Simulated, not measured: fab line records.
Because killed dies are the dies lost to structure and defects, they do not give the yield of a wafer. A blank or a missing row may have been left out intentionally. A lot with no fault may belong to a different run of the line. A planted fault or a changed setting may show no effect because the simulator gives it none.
Matching of chambers	flow gf180mcu	4 sister chambers for GF_V1_CMP_26 on cmp-02
The step polishes, stops on SiO2, t overpolish 15 s, target thk 0 nm. 16 wafers are shown with their chamber, then 7 later ones without.

## WAFERS WITH THEIR CHAMBER
wafer	chamber	motor current A (A)	time to endpoint s (s)
L720.1	3	12.8	89
L720.5	1	12.3	86
L720.6	0	11.3	90
L721.2	2	12.7	84
L721.5	3	12.8	89
L721.6	0	11.9	86
L724.1	2	12.1	87
L724.4	0	11.2	84
L724.5	0	11.3	86
L728.1	3	12.9	91
L728.4	2	11.8	87
L728.6	2	12.2	87
L731.1	0	11.4	90
L731.3	3	12.6	87
L731.5	1	12.4	85
L736.3	0	11.7	86

SIGNATURES, as means of the wafers listed above
reading	chamber 0	chamber 1	chamber 2	chamber 3	scatter within a chamber
motor current A	11.467	12.350	12.200	12.775	0.265
time to endpoint s	87.00	85.50	86.25	89.00	1.94
Rule: for a wafer and a chamber, the distance is found by dividing, reading by reading, the gap between the wafer's reading and the chamber's mean by the reading's scatter, squaring, summing and taking the root. The wafer belongs to the nearest chamber; if the next one is less than 2 further off, it can't be placed. The scatter: take each reading less its chamber's mean, square it, sum over the shown wafers, divide by the number of wafers less the number of chambers, and take the root.

## WAFERS WITHOUT THEIR CHAMBER
wafer	motor current A (A)	time to endpoint s (s)
L736.5	11.3	89
L736.6	12.1	86
L737.3	11.9	84
L737.5	11.9	87
L743.1	13.3	86
L743.3	11.4	83
L743.5	12.2	87

## EACH ONE'S CHAMBER
wafer	from the rows above	in truth
L736.5	0	0
L736.6	can't be placed: 2 or 1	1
L737.3	can't be placed: 2 or 1 or 0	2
L737.5	can't be placed: 2 or 0 or 1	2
L743.1	can't be placed: 3 or 1 or 2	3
L743.3	can't be placed: 0 or 2 or 1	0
L743.5	can't be placed: 2 or 1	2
1 of 7 placed correctly. These rows do not allow placing 6 (true chamber among the candidates in 6). Placed wrongly: 0.
